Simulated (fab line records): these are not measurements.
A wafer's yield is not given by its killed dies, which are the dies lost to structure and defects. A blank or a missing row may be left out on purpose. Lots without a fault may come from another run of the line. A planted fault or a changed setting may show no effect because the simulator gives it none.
Matching of chambers + flow sky130 + 4 sister chambers for SKY_VIA4_ETCH_12 on rie_diel-01
The step etches SiO2 in C4F8/O2/Ar, stops on TiN, target depth 580 nm. 8 wafers are shown with their chamber, then 11 later ones without.

## WAFERS WITH THEIR CHAMBER
| wafer  | chamber | oes_product_au (a.u.) | bias_w (W) |
|--------|---------|-----------------------|------------|
| L085.3 | 3       | 0.927                 | 1201       |
| L085.5 | 1       | 0.925                 | 1207       |
| L087.4 | 0       | 0.919                 | 1195       |
| L087.6 | 1       | 0.929                 | 1205       |
| L088.1 | 0       | 0.919                 | 1201       |
| L088.3 | 3       | 0.925                 | 1202       |
| L088.6 | 2       | 0.926                 | 1203       |
| L091.1 | 2       | 0.931                 | 1201       |

## WAFERS WITH NO CHAMBER GIVEN
| wafer  | oes_product_au (a.u.) | bias_w (W) |
|--------|-----------------------|------------|
| L091.4 | 0.928                 | 1206       |
| L091.5 | 0.921                 | 1202       |
| L094.1 | 0.920                 | 1198       |
| L094.3 | 0.931                 | 1197       |
| L094.5 | 0.926                 | 1197       |
| L095.1 | 0.929                 | 1203       |
| L095.4 | 0.928                 | 1198       |
| L095.6 | 0.923                 | 1197       |
| L097.3 | 0.924                 | 1197       |
| L097.4 | 0.925                 | 1194       |
| L097.5 | 0.927                 | 1196       |

## WHICH CHAMBER EACH WENT THROUGH
| wafer  | from the rows above               | in truth                   |
|--------|-----------------------------------|----------------------------|
| L091.4 | can't be placed: 1 or 2 or 3      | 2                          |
| L091.5 | can't be placed: 0 or 3 or 1 or 2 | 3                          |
| L094.1 | 0                                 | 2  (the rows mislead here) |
| L094.3 | can't be placed: 2 or 3 or 1      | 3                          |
| L094.5 | can't be placed: 3 or 2 or 0 or 1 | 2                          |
| L095.1 | can't be placed: 2 or 3 or 1      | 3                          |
| L095.4 | can't be placed: 3 or 2 or 1      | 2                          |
| L095.6 | can't be placed: 0 or 3 or 2      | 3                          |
| L097.3 | can't be placed: 3 or 0 or 2 or 1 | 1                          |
| L097.4 | can't be placed: 0 or 3 or 2      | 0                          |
| L097.5 | can't be placed: 3 or 2 or 0 or 1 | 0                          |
Correctly placed: 0 of 11. Not placeable from these rows: 10 (in 10, the candidates include the true chamber). Placed wrongly: 1.
How it was worked out, from the rows above alone: a wafer's distance from a chamber is the root of the sum, over the readings, of the square of ((its reading less the chamber's mean) divided by the reading's scatter). The wafer belongs to the nearest chamber; if the next one is less than 2 further off, it can't be placed. For every chamber, the mean is computed from those of its wafers that are shown. The scatter: the root of (the sum of the squares of (reading less its chamber's mean) over the shown wafers, divided by (wafers less chambers)).
